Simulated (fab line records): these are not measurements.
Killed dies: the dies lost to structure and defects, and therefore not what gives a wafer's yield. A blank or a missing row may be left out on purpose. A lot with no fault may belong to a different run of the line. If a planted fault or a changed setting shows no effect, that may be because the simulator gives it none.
One fault through the eyes of 2 desks    flow sky130    each desk has only its own numbers; what lay behind them comes last

## AT THE TOOL OWNER'S DESK: implanter-03
For each lot that ran on this tool, the mean over its sampled wafers that have a number, from the tool's own readings at SKY_NWELL_IMPLANT_24. Any lot whose mean is over 4 standard deviations away from the usual mean is out of limits and marked OUT; that distance is given in the brackets.
Columns: A = beam-energy-keV at SKY_NWELL_IMPLANT_24, usual 139.99
lot   first seen here  A
L810  day 5 07:04      139.99
L811  day 5 22:25      140.01
L812  day 6 02:40      139.98
L818  day 7 06:56      140.04
L824  day 9 07:41      101.86 (-99 or more) OUT
L825  day 9 22:43      101.88 (-99 or more) OUT
Finding of this desk: L824, L825 out of limits; the first was L824 at day 9 07:41, on beam-energy-keV at SKY_NWELL_IMPLANT_24. Within limits: L810, L811, L812, L818.

## FROM THE METROLOGY DESK
What the gauges read for every lot (on any tool): the sampled wafers with a number, averaged. Any lot whose mean is over 4 standard deviations away from the usual mean is out of limits and marked OUT; that distance is given in the brackets.
Columns: A = NWELL_2_TW at SKY_NWELL_TW_MEAS_26, usual 496; B = SPACER_CVD_00_THK at SKY_SPACER_THK_MEAS_01, usual 43.2 nm; C = CONTACT_W_THK at SKY_CONTACT_THK_MEAS_26, usual 330 nm
lot   first seen here  A               B     C
L810  day 5 07:19      497             44.1  330
L811  day 5 22:40      493             44.0  324
L812  day 6 02:55      500             43.3  327
L815  day 6 15:44      499             43.0  338
L814  day 6 17:17      500             43.4  338
L816  day 6 23:07      489             43.2  334
L817  day 7 06:50      498             42.7  329
L818  day 7 07:10      499             43.2  326
L824  day 9 07:55      479 (-4.3) OUT  43.0  328
L825  day 9 22:58      489             43.2  329
L827  day 10 11:25     492             43.1  330
L830  day 10 22:16     501             43.0  326
L832  day 11 05:14     493             43.4  329
Per this desk, out of limits: L824; the first was L824, day 9 07:55 (NWELL_2_TW at SKY_NWELL_TW_MEAS_26). Within limits: L810, L811, L812, L815, L814, L816, L817, L818, L825, L827, L830, L832.

## TAKEN TOGETHER
An alarm could have come from the tool owner's desk at day 9 07:41, on L824, L825.
An alarm was possible from the metrology desk at day 9 07:55, on L824.
The metrology desk has L825 on record, within its limits.
Every lot named ran SKY_NWELL_IMPLANT_24 on implanter-03.

## WHAT THE SIMULATOR HAD INSERTED
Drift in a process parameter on implanter-03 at SKY_NWELL_IMPLANT_24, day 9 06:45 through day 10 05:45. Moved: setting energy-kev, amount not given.
Struck lots among those shown: L824, L825.
Counting hours from when the fault started, the first reading out of limits came at 1 for the tool owner's desk and at 1 for the metrology desk.
